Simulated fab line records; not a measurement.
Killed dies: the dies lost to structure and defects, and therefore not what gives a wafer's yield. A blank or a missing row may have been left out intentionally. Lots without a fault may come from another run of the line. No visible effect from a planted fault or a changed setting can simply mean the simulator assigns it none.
What tool caused it? / flow sfq_line / Sampling: 13 lots, 37 wafers, 5 of 325 route steps

WHAT THE GAUGES READ, wafer by wafer
SFQ_JJ_RS_MEAS_929: measures by four-point-probe. Usual: JJ_NB_RS typically reads 1.051 ohm/sq, with standard deviation 0.013.
lot=L766; measured=day 39 21:46; on=film_metro-01; JJ_NB_RS (ohm/sq)=1.058 1.065 1.048; flag=
lot=L767; measured=day 40 01:31; on=film_metro-02; JJ_NB_RS (ohm/sq)=1.047 1.049 1.056; flag=
lot=L768; measured=day 40 03:44; on=film_metro-01; JJ_NB_RS (ohm/sq)=1.043 1.035 1.043; flag=
lot=L769; measured=day 40 12:05; on=film_metro-02; JJ_NB_RS (ohm/sq)=1.053 1.073 1.079; flag=
lot=L770; measured=day 40 23:56; on=film_metro-01; JJ_NB_RS (ohm/sq)=1.065 1.054 1.067; flag=
lot=L771; measured=day 41 01:08; on=film_metro-03; JJ_NB_RS (ohm/sq)=1.039 1.038 1.050; flag=
lot=L772; measured=day 41 12:14; on=film_metro-03; JJ_NB_RS (ohm/sq)=1.061 1.059 1.046; flag=
lot=L773; measured=day 41 15:49; on=film_metro-01; JJ_NB_RS (ohm/sq)=1.055 1.051 1.060; flag=
lot=L779; measured=day 44 09:20; on=film_metro-03; JJ_NB_RS (ohm/sq)=1.046 0.963; flag=OFF
lot=L782; measured=day 44 22:20; on=film_metro-02; JJ_NB_RS (ohm/sq)=1.034 0.947; flag=OFF
lot=L786; measured=day 46 08:33; on=film_metro-01; JJ_NB_RS (ohm/sq)=1.027 1.040 1.028; flag=
lot=L787; measured=day 46 14:41; on=film_metro-02; JJ_NB_RS (ohm/sq)=1.062 1.067 1.076; flag=
lot=L789; measured=day 46 20:41; on=film_metro-01; JJ_NB_RS (ohm/sq)=1.041 1.078 1.033; flag=

SFQ_I5_OVL_MEAS_936. Usual: I5_OVL typically reads -4 nm, with standard deviation 5.6.
lot=L766; measured=day 52 15:56; on=overlay-02; I5_OVL (nm)=-2 -2 -10; flag=
lot=L767; measured=day 52 18:20; on=overlay-01; I5_OVL (nm)=-13 -6 -5; flag=
lot=L768; measured=day 52 23:08; on=overlay-01; I5_OVL (nm)=-8 -6 -4; flag=
lot=L769; measured=day 53 01:32; on=overlay-01; I5_OVL (nm)=4 4 1; flag=
lot=L770; measured=day 54 06:31; on=overlay-01; I5_OVL (nm)=-3 -4 -1; flag=
lot=L771; measured=day 54 07:43; on=overlay-02; I5_OVL (nm)=-10 -4 -2; flag=
lot=L772; measured=day 54 20:55; on=overlay-02; I5_OVL (nm)=1 -5 2; flag=
lot=L773; measured=day 55 00:31; on=overlay-02; I5_OVL (nm)=-13 -12 -14; flag=
lot=L779; measured=day 57 10:40; on=overlay-02; I5_OVL (nm)=-8 -12; flag=
lot=L782; measured=day 58 05:58; on=overlay-01; I5_OVL (nm)=-17 -16; flag=
lot=L786; measured=day 59 03:34; on=overlay-02; I5_OVL (nm)=5 -10 1; flag=
lot=L787; measured=day 59 10:46; on=overlay-02; I5_OVL (nm)=-4 -10 -4; flag=
lot=L789; measured=day 59 15:34; on=overlay-02; I5_OVL (nm)=-6 -11 -13; flag=

SFQ_I7_OVL_MEAS_947. Usual: I7_OVL typically reads 1 nm, with standard deviation 4.4.
lot=L766; measured=day 69 03:16; on=overlay-01; I7_OVL (nm)=-1 -1 -1; flag=
lot=L767; measured=day 69 12:52; on=overlay-02; I7_OVL (nm)=1 4 5; flag=
lot=L768; measured=day 69 14:03; on=overlay-02; I7_OVL (nm)=2 -1 2; flag=
lot=L769; measured=day 69 20:03; on=overlay-02; I7_OVL (nm)=2 -2 2; flag=
lot=L770; measured=day 70 21:21; on=overlay-02; I7_OVL (nm)=2 -2 -3; flag=
lot=L771; measured=day 70 22:33; on=overlay-01; I7_OVL (nm)=6 4 8; flag=
lot=L772; measured=day 71 06:58; on=overlay-01; I7_OVL (nm)=1 -5 1; flag=
lot=L773; measured=day 71 10:33; on=overlay-01; I7_OVL (nm)=-11 -4 1; flag=
lot=L779; measured=day 72 22:39; on=overlay-01; I7_OVL (nm)=2 6; flag=
lot=L782; measured=day 73 13:03; on=overlay-01; I7_OVL (nm)=-5 -3; flag=
lot=L786; measured=day 74 05:51; on=overlay-01; I7_OVL (nm)=3 5 9; flag=
lot=L787; measured=day 74 09:56; on=overlay-01; I7_OVL (nm)=-3 -1 1; flag=
lot=L789; measured=day 74 16:46; on=overlay-02; I7_OVL (nm)=4 0 2; flag=

WHAT TOOL EACH LOT RAN ON (gives the tool, then ch and the chambers of the sampled wafers, and finally the start)
lot=L766; SFQ_TRILAYER_M4_STRIP_STRIP_097=rie_metal-01 ch 0,1, day 34 06:43; SFQ_TRILAYER_JJ_TRILAYER_DEP_SPUTTER_112=pvd_sputter-04, day 39 21:40
lot=L767; SFQ_TRILAYER_M4_STRIP_STRIP_097=rie_metal-01 ch 0, day 34 09:07; SFQ_TRILAYER_JJ_TRILAYER_DEP_SPUTTER_112=pvd_sputter-03, day 40 01:24
lot=L768; SFQ_TRILAYER_M4_STRIP_STRIP_097=rie_metal-04 ch 0,1, day 34 10:19; SFQ_TRILAYER_JJ_TRILAYER_DEP_SPUTTER_112=pvd_sputter-06, day 40 03:40
lot=L769; SFQ_TRILAYER_M4_STRIP_STRIP_097=rie_metal-04 ch 0,1, day 34 17:19; SFQ_TRILAYER_JJ_TRILAYER_DEP_SPUTTER_112=pvd_sputter-03, day 40 12:00
lot=L770; SFQ_TRILAYER_M4_STRIP_STRIP_097=rie_metal-02 ch 0,1, day 35 01:43; SFQ_TRILAYER_JJ_TRILAYER_DEP_SPUTTER_112=pvd_sputter-04, day 40 23:52
lot=L771; SFQ_TRILAYER_M4_STRIP_STRIP_097=rie_metal-04 ch 0,1, day 35 02:55; SFQ_TRILAYER_JJ_TRILAYER_DEP_SPUTTER_112=pvd_sputter-06, day 41 01:04
lot=L772; SFQ_TRILAYER_M4_STRIP_STRIP_097=rie_metal-02 ch 0,1, day 35 09:56; SFQ_TRILAYER_JJ_TRILAYER_DEP_SPUTTER_112=pvd_sputter-04, day 41 12:08
lot=L773; SFQ_TRILAYER_M4_STRIP_STRIP_097=rie_metal-04 ch 0,1, day 35 13:32; SFQ_TRILAYER_JJ_TRILAYER_DEP_SPUTTER_112=pvd_sputter-06, day 41 15:44
lot=L779; SFQ_TRILAYER_M4_STRIP_STRIP_097=rie_metal-04 ch 0,1, day 37 03:38; SFQ_TRILAYER_JJ_TRILAYER_DEP_SPUTTER_112=pvd_sputter-06, day 44 09:14
lot=L782; SFQ_TRILAYER_M4_STRIP_STRIP_097=rie_metal-04 ch 1, day 37 20:26; SFQ_TRILAYER_JJ_TRILAYER_DEP_SPUTTER_112=pvd_sputter-06, day 44 22:14
lot=L786; SFQ_TRILAYER_M4_STRIP_STRIP_097=rie_metal-04 ch 0,1, day 39 02:26; SFQ_TRILAYER_JJ_TRILAYER_DEP_SPUTTER_112=pvd_sputter-03, day 46 08:27
lot=L787; SFQ_TRILAYER_M4_STRIP_STRIP_097=rie_metal-02 ch 1, day 39 04:50; SFQ_TRILAYER_JJ_TRILAYER_DEP_SPUTTER_112=pvd_sputter-04, day 46 14:36
lot=L789; SFQ_TRILAYER_M4_STRIP_STRIP_097=rie_metal-02 ch 0,1, day 39 09:38; SFQ_TRILAYER_JJ_TRILAYER_DEP_SPUTTER_112=pvd_sputter-03, day 46 20:35
- SFQ_TRILAYER_M4_STRIP_STRIP_097: strips in O2.
- SFQ_TRILAYER_JJ_TRILAYER_DEP_SPUTTER_112: material Nb, target thk 170 nm, time 113.3 s.

WHAT THE TOOLS THEMSELVES READ (means of the sampled wafers that have a number; where no wafer has one, the mark that the record gives instead)
SFQ_TRILAYER_M4_STRIP_STRIP_097. Usual: drypump_motor_current_A 5.8 A, standard deviation 0.38; oes_product_au 1.007 a.u., standard deviation 0.013.
lot=L766; tool=rie_metal-01; drypump_motor_current_A (A)=5.5; oes_product_au (a.u.)=0.997; flag=
lot=L767; tool=rie_metal-01; drypump_motor_current_A (A)=5.0; oes_product_au (a.u.)=1.000; flag=
lot=L768; tool=rie_metal-04; drypump_motor_current_A (A)=5.9; oes_product_au (a.u.)=1.002; flag=
lot=L769; tool=rie_metal-04; drypump_motor_current_A (A)=5.9; oes_product_au (a.u.)=1.010; flag=
lot=L770; tool=rie_metal-02; drypump_motor_current_A (A)=5.9; oes_product_au (a.u.)=1.009; flag=
lot=L771; tool=rie_metal-04; drypump_motor_current_A (A)=5.9; oes_product_au (a.u.)=1.014; flag=
lot=L772; tool=rie_metal-02; drypump_motor_current_A (A)=6.1; oes_product_au (a.u.)=1.001; flag=
lot=L773; tool=rie_metal-04; drypump_motor_current_A (A)=5.9; oes_product_au (a.u.)=1.006; flag=
lot=L779; tool=rie_metal-04; drypump_motor_current_A (A)=5.9; oes_product_au (a.u.)=1.019; flag=
lot=L782; tool=rie_metal-04; drypump_motor_current_A (A)=5.8; oes_product_au (a.u.)=1.033; flag=
lot=L786; tool=rie_metal-04; drypump_motor_current_A (A)=5.9; oes_product_au (a.u.)=1.014; flag=
lot=L787; tool=rie_metal-02; drypump_motor_current_A (A)=5.6; oes_product_au (a.u.)=0.983; flag=
lot=L789; tool=rie_metal-02; drypump_motor_current_A (A)=6.1; oes_product_au (a.u.)=0.993; flag=

SFQ_TRILAYER_JJ_TRILAYER_DEP_SPUTTER_112. Usual: throttle_valve_pct 30.0 %, standard deviation 0.79.
lot=L766; tool=pvd_sputter-04; throttle_valve_pct (%)=29.3; flag=
lot=L767; tool=pvd_sputter-03; throttle_valve_pct (%)=30.0; flag=
lot=L768; tool=pvd_sputter-06; throttle_valve_pct (%)=30.3; flag=
lot=L769; tool=pvd_sputter-03; throttle_valve_pct (%)=29.8; flag=
lot=L770; tool=pvd_sputter-04; throttle_valve_pct (%)=30.1; flag=
lot=L771; tool=pvd_sputter-06; throttle_valve_pct (%)=30.3; flag=
lot=L772; tool=pvd_sputter-04; throttle_valve_pct (%)=30.1; flag=
lot=L773; tool=pvd_sputter-06; throttle_valve_pct (%)=30.0; flag=
lot=L779; tool=pvd_sputter-06; throttle_valve_pct (%)=30.1; flag=
lot=L782; tool=pvd_sputter-06; throttle_valve_pct (%)=30.0; flag=
lot=L786; tool=pvd_sputter-03; throttle_valve_pct (%)=29.8; flag=
lot=L787; tool=pvd_sputter-04; throttle_valve_pct (%)=29.2; flag=
lot=L789; tool=pvd_sputter-03; throttle_valve_pct (%)=30.0; flag=

THE ANSWER, worked out from the rows above alone
Rule: a lot is off if the mean of its wafers that have a number lies more than 3 standard deviations from the usual mean. A lot without any number at a reading at which 4 lots or more have one is off too. Any other lot the step has rows for is counted as sound. First the gauges in route order, then the tools' own readings, where a lot's mean is used as printed above. At the first step where some lot is off, the reading lying furthest off is the one used; lots without a number count as furthest.
Off: L779, L782, seen at SFQ_JJ_RS_MEAS_929 (JJ_NB_RS).
If a tool, at a process step before that reading, ran all the lots that are off and no sound lot after the first of them, it fits. Those tools and the gauges at SFQ_JJ_RS_MEAS_929 are tried in the same way. One fits: SFQ_TRILAYER_JJ_TRILAYER_DEP_SPUTTER_112 on pvd_sputter-06. A fault onset in the window from L773 (day 41 15:44, its last sound lot) to L779 (day 44 09:14, its first lot off) fits.

WHAT THE SIMULATOR PUT IN
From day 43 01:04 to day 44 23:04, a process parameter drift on pvd_sputter-06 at SFQ_TRILAYER_JJ_TRILAYER_DEP_SPUTTER_112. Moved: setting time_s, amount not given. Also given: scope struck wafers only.
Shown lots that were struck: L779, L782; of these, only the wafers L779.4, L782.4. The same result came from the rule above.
